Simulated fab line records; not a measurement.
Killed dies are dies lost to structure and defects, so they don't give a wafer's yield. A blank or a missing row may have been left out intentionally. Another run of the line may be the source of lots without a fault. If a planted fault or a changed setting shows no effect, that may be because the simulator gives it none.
Which tool was responsible? || flow gf180mcu || route of 602 steps, sampled at 1 step: 14 lots, 42 wafers

== WHAT EACH GAUGE READ, for each wafer ==
GF_SAB_CD_MEAS_09: the cd target is 420 nm. Usual: cdNm at 419.8 nm, with a standard deviation of 2.3.
{"lot": "L605", "measured": "day 15 08:56", "on": "cdSem-02", "cdNm (nm)": "421.6 423.3 421.2", "flag": ""}
{"lot": "L606", "measured": "day 15 16:52", "on": "cdSem-02", "cdNm (nm)": "419.6 418.4 418.2", "flag": ""}
{"lot": "L607", "measured": "day 16 02:01", "on": "cdSem-01", "cdNm (nm)": "416.2 418.4 418.0", "flag": ""}
{"lot": "L609", "measured": "day 17 03:03", "on": "cdSem-01", "cdNm (nm)": "418.7 418.6 422.3", "flag": ""}
{"lot": "L611", "measured": "day 17 18:41", "on": "cdSem-02", "cdNm (nm)": "418.3 419.3 417.0", "flag": ""}
{"lot": "L612", "measured": "day 17 23:25", "on": "cdSem-02", "cdNm (nm)": "420.6 419.4 421.8", "flag": ""}
{"lot": "L613", "measured": "day 18 11:07", "on": "cdSem-02", "cdNm (nm)": "421.2 422.5 421.6", "flag": ""}
{"lot": "L615", "measured": "day 19 03:30", "on": "cdSem-02", "cdNm (nm)": "416.8 415.9 418.0", "flag": ""}
{"lot": "L616", "measured": "day 19 10:09", "on": "cdSem-02", "cdNm (nm)": "420.2 418.0 419.2", "flag": ""}
{"lot": "L617", "measured": "day 19 20:03", "on": "cdSem-01", "cdNm (nm)": "423.3 422.0 420.6", "flag": ""}
{"lot": "L618", "measured": "day 20 03:54", "on": "cdSem-02", "cdNm (nm)": "416.3 416.1 418.3", "flag": ""}
{"lot": "L619", "measured": "day 20 11:45", "on": "cdSem-01", "cdNm (nm)": "420.5 422.8 422.0", "flag": ""}
{"lot": "L620", "measured": "day 20 19:24", "on": "cdSem-01", "cdNm (nm)": "428.0 424.8 423.6", "flag": ""}
{"lot": "L623", "measured": "day 21 21:36", "on": "cdSem-01", "cdNm (nm)": "420.3 418.3 419.7", "flag": ""}

== TOOL THAT RAN EACH LOT (tool first, then ch and the chambers of the sampled wafers, then the start) ==
The record shows no process step preceding these readings.

== WHAT THE TOOLS THEMSELVES READ (means of the sampled wafers that have a number; where no wafer has one, the mark that the record gives instead) ==
The record holds no such reading with a usual standard deviation.

== THE ANSWER, worked out from the rows above alone ==
Rule: a lot counts as off when the mean over its wafers that have a number is more than 3 standard deviations away from the usual mean. Also off: a lot with no number at a reading for which 4 or more lots have one. The other lots that the step has rows for count as sound. First the gauges in route order, then the tools' own readings, where a lot's mean is used as printed above. The first step at which some lot is off is used, and at that step the reading that is off furthest; a lot without a number counts as furthest.
Nothing can be told from this: no lot is off at any reading shown.

== WHAT THE SIMULATOR PUT IN ==
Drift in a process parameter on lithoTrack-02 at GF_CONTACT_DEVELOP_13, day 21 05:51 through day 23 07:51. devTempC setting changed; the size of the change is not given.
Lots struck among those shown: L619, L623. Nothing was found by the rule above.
